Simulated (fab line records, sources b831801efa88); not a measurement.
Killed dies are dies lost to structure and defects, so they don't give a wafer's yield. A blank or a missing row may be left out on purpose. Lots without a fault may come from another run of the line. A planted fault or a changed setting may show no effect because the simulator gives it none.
Tool commonality check | flow sky130 | 13 lots, 39 wafers sampled

WHY IT WAS OPENED
At SKY_SONOS_TUNNEL_TW_MEAS_12 the reading SONOS_TUNNEL_TW is flagged on 4 of 13 lots. Wafers without a fault read 197.4, standard deviation 1.4.
Rule: a lot is flagged when every wafer of it that has a number lies more than 4 standard deviations from that mean, or none has a number. The other lots count as sound.

lot  | measured     | on            | SONOS_TUNNEL_TW, wafer by wafer | flag
L650 | day 11 10:55 | film_metro-01 | 197.2 197.9 198.2               |
L653 | day 12 13:06 | film_metro-04 | 198.2 197.7 198.2               |
L655 | day 13 05:47 | film_metro-01 | 199.1 196.3 198.0               |
L656 | day 13 15:02 | film_metro-01 | 198.4 198.4 197.9               |
L657 | day 13 15:38 | film_metro-03 | 195.3 195.5 195.3               |
L659 | day 14 08:10 | film_metro-03 | 195.3 195.8 194.9               |
L660 | day 15 00:12 | film_metro-03 | 195.9 194.6 196.3               |
L661 | day 15 00:28 | film_metro-04 | 198.4 199.0 198.8               |
L662 | day 15 09:11 | film_metro-03 | 195.8 196.3 195.6               |
L663 | day 15 14:11 | film_metro-04 | 369.9 369.9 370.1               | FLAGGED
L664 | day 15 19:38 | film_metro-01 | 371.6 371.6 372.0               | FLAGGED
L665 | day 16 04:10 | film_metro-04 | 370.9 371.7 369.0               | FLAGGED
L666 | day 16 19:19 | film_metro-03 | 364.2 365.6 363.8               | FLAGGED
The numbers of the flagged lots are 369.2 on average: +171.8 against the usual, or +99 or more standard deviations.

WHICH TOOL RAN EACH LOT
The record holds 1 process step before the reading, out of a route of 708 steps. In each cell: the tool, then ch and the chambers that the sampled wafers went through, then the start.
lot  | flag    | SKY_SONOS_TUNNEL_IMPLANT_09
L650 |         | implanter-02 ch 0, day 11 10:31
L653 |         | implanter-02 ch 0, day 12 12:40
L655 |         | implanter-02 ch 0, day 13 05:23
L656 |         | implanter-03 ch 0, day 13 14:38
L657 |         | implanter-03 ch 0, day 13 15:13
L659 |         | implanter-02 ch 0, day 14 07:46
L660 |         | implanter-03 ch 0, day 14 23:50
L661 |         | implanter-02 ch 0, day 15 00:04
L662 |         | implanter-03 ch 0, day 15 08:48
L663 | FLAGGED | implanter-02 ch 0, day 15 13:46
L664 | FLAGGED | implanter-02 ch 0, day 15 19:13
L665 | FLAGGED | implanter-02 ch 0, day 16 03:44
L666 | FLAGGED | implanter-02 ch 0, day 16 18:55
What these steps do:
- SKY_SONOS_TUNNEL_IMPLANT_09
- SKY_SONOS_TUNNEL_TW_MEAS_12

FLAGGED OVER TOTAL, TOOL BY TOOL (the gauges that took the reading come last)
step                        | tool          | lots run | flagged | share of the flagged lots | sound lots run after its first flagged lot
SKY_SONOS_TUNNEL_IMPLANT_09 | implanter-02  | 9        | 4       | all                       | 0
SKY_SONOS_TUNNEL_IMPLANT_09 | implanter-03  | 4        | 0       | none                      | -
SKY_SONOS_TUNNEL_TW_MEAS_12 | film_metro-01 | 4        | 1       | some                      | 0
SKY_SONOS_TUNNEL_TW_MEAS_12 | film_metro-03 | 5        | 1       | some                      | 0
SKY_SONOS_TUNNEL_TW_MEAS_12 | film_metro-04 | 4        | 2       | some                      | 0

WHAT THE TABLE ALLOWS
1 row of the table ran every flagged lot: implanter-02 at SKY_SONOS_TUNNEL_IMPLANT_09.
- implanter-02 at SKY_SONOS_TUNNEL_IMPLANT_09: 4 of its 9 lots flagged. Its last sound lot is L661 (day 15 00:04), its first flagged lot L663 (day 15 13:46): a fault that began between those two fits.
One tool is left: implanter-02 at SKY_SONOS_TUNNEL_IMPLANT_09.

WHAT THE SIMULATOR HAD PUT IN
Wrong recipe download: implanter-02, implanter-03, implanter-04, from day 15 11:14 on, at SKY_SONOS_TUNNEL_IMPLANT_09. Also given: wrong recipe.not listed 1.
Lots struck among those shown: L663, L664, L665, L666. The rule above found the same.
